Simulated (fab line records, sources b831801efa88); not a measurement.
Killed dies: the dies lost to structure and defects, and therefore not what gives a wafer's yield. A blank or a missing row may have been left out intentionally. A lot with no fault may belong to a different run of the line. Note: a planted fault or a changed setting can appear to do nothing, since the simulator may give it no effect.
Which of the tools did it? ; flow sky130 ; Sampling: 6 lots, 18 wafers, 2 of 708 route steps

## WHAT EACH GAUGE READ, for each wafer
SKY_PASSIVATION_THK_MEAS_03.
lot;measured;on;PASSIVATION_CVD_02_THK (nm)
L763;day 45 14:35;filmMetro-01;541 544 538
L765;day 46 07:04;filmMetro-01;539 552 547
L770;day 46 22:53;filmMetro-02;547 557 551
L769;day 47 01:23;filmMetro-01;527 539 541
L775;day 47 19:11;filmMetro-01;527 532 542
L777;day 48 10:20;filmMetro-01;594 594 588 594 594 588

## TOOL THAT RAN EACH LOT (tool first, then ch and the chambers of the sampled wafers, then the start)
lot;SKY_PASSIVATION_CVD_02
L763;pecvd-04 ch 0,1,2, day 45 14:26
L765;pecvd-03 ch 0,1,2, day 46 06:50
L770;pecvd-03 ch 1,2, day 46 22:38
L769;pecvd-02 ch 0,2, day 47 01:10
L775;pecvd-02 ch 0,1, day 47 18:58
L777;pecvd-02 ch 0,1,2, day 48 10:07
- SKY_PASSIVATION_CVD_02: deposits Si3N4, target thk 540 nm.

## THE ANSWER, worked out from the rows above alone
Rule: the lots themselves supply what counts as usual. The widest of any qualifying gaps counts: lots, ordered by their means at a reading, are off when they make up no more than a third of the lots, leave a main group of 4 or more, and stand apart from it by 3 or more times the standard deviation of that group's means. If all means in a main group match to the digits the tables above print for the reading, that group is not used. A lot without any number at a reading at which 4 lots or more have one is off too. All remaining lots with rows at the step are treated as sound.
Off: L777, at SKY_PASSIVATION_THK_MEAS_03 (PASSIVATION_CVD_02_THK). Mean 542 nm and standard deviation 6.6 in the main group.
If a tool, at a process step before that reading, ran all the lots that are off and no sound lot after the first of them, it fits. Gauges at SKY_PASSIVATION_THK_MEAS_03: tried the same way as those tools. Undecided on this evidence; 2 tools fit (pecvd-02 at SKY_PASSIVATION_CVD_02, filmMetro-01 at SKY_PASSIVATION_THK_MEAS_03).

## WHAT THE SIMULATOR HAD PUT IN
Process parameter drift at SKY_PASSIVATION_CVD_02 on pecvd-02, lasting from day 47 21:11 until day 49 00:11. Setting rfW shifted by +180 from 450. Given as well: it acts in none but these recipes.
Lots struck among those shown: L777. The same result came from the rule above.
